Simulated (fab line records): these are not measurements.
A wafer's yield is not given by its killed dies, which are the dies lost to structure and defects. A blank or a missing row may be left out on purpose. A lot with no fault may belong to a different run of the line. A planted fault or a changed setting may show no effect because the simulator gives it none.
A lot that was struck, set against a sound lot | flow sky130 | 22 out of 708 route steps
Sound: these wafers, L339.1, L339.2, L339.3. Struck: wafer L346.2 (left out: L346.1, L346.6 of the same lot, which were not struck); the cause appears at the end.
Each step with rows lists, per side, the tool, then ch with its chambers, then its first start. Under that, the readings that differ: sound wafers | struck wafers | difference of the means | sigmas: that difference in standard deviations of wafers without a fault.
alike: a reading whose means differ by less than 2 such deviations, as well as words and numbers matching on both sides. not compared: withheld readings; readings where some wafer has no value; bounds like >300 that might hide an equal value; numbers whose values overlap and for which the record gives no deviation.
The two part at a step that has a row with sigmas, a row that says differs or no value, or rows on one side only. When numbers do not overlap yet have no deviation, they are printed without sigmas and do not part them. A reading missing from all wafers of one side parts the sides only when that side holds two or more wafers.

first, 5 steps without rows for these wafers: SKY_LDD_P_COAT_02 (resist thk 1140 nm); SKY_LDD_P_SOFTBAKE_03 (time 60 s); SKY_LDD_P_EXPOSE_04 (exposes mask PSDM, target cd 380 nm); SKY_LDD_P_PEB_05; SKY_LDD_P_DEVELOP_06 (develop time 60 s).
SKY_LDD_P_CD_MEAS_07: target cd 380 nm.
  sound on cd-sem-01, day 22 04:49; struck on cd-sem-02, day 24 15:16
  alike: cd-nm
SKY_LDD_P_OVL_MEAS_08:
  sound on overlay-01, day 22 04:56; struck on overlay-02, day 24 15:23
  alike: LDD_P_OVL
next, for these wafers, 1 step has no rows: SKY_LDD_P_IMPLANT_09.
SKY_LDD_P_STRIP_10: strips in O2/N2.
  sound on plasma-asher-01 ch 0,1, day 22 05:07; struck on plasma-asher-04 ch 1, day 24 15:35
  reading                      | sound             | struck | difference | sigmas
  o2-flow-sccm (sccm)          | 3005 3005 3003    | 2986   | -18        | -2
  strip-time-to-endpoint-s (s) | 14.24 14.20 14.22 | 14.13  | -0.09      | -2
  alike: drypump-motor-current-A, oes-product-au
  not compared: rf-hours-counter-h
SKY_LDD_P_TW_MEAS_11:
  sound on film-metro-04, day 22 05:13; struck on film-metro-02, day 24 15:41
  alike: LDD_P_TW
then, 2 steps without rows for these wafers: SKY_LDD_HVN_DEHYDRATE_00 (time 60 s); SKY_LDD_HVN_HMDS_01 (prime time 60 s).
SKY_LDD_HVN_COAT_02: resist thk 300 nm.
  sound on litho-track-02 ch 0, day 22 20:10; struck on litho-track-02 ch 0, day 25 05:52
  reading                                      | sound             | struck | difference | sigmas
  model.NOVOLAK_of_LDD_HVN_COAT_02.thk-nm (nm) | 299.8 299.7 300.6 | 172.1  | -127.9     |
then, 3 steps without rows for these wafers: SKY_LDD_HVN_SOFTBAKE_03 (time 60 s); SKY_LDD_HVN_EXPOSE_04 (exposes mask HVNTM, target cd 700 nm); SKY_LDD_HVN_PEB_05.
SKY_LDD_HVN_DEVELOP_06: develop time 60 s.
  sound on litho-track-01 ch 0, day 23 12:01; struck on litho-track-01 ch 0, day 25 20:46
  reading                                      | sound             | struck | difference | sigmas
  model.NOVOLAK_of_LDD_HVN_COAT_02.thk-nm (nm) | 299.3 299.3 300.1 | 171.7  | -127.9     |
SKY_LDD_HVN_OVL_MEAS_07:
  sound on overlay-01, day 23 12:10; struck on overlay-02, day 25 20:55
  alike: LDD_HVN_OVL
next, for these wafers, 1 step has no rows: SKY_LDD_HVN_IMPLANT_08.
SKY_LDD_HVN_STRIP_09: strips in O2/N2.
  sound on plasma-asher-03 ch 0,1, day 23 12:21; struck on plasma-asher-03 ch 0, day 25 21:06
  reading                      | sound             | struck | difference | sigmas
  oes-product-au (a.u.)        | 0.410 0.412 0.405 | 0.338  | -0.071     | -14
  strip-time-to-endpoint-s (s) | 4.117 4.135 4.136 | 2.414  | -1.715     | -99 or more
  alike: drypump-motor-current-A, o2-flow-sccm
  not compared: rf-hours-counter-h
SKY_LDD_HVN_TW_MEAS_10:
  sound on film-metro-03, day 23 12:27; struck on film-metro-03, day 25 21:12
  alike: LDD_HVN_TW
-- record jumps: 24 days separate the struck wafers' starts on either side; left off in module LDD_HVN, taken up again in module PAD_OPEN, whose first shown step is the route's number 708 --
SKY_PAD_OPEN_PROBE_99:
  only the struck wafers here have rows in the record (prober-01, day 49 10:15); the sound ones have none

WHERE THEY PART
At SKY_LDD_P_STRIP_10 first; at SKY_PAD_OPEN_PROBE_99 last (within this record only).

WHY: what had been put in by the simulator
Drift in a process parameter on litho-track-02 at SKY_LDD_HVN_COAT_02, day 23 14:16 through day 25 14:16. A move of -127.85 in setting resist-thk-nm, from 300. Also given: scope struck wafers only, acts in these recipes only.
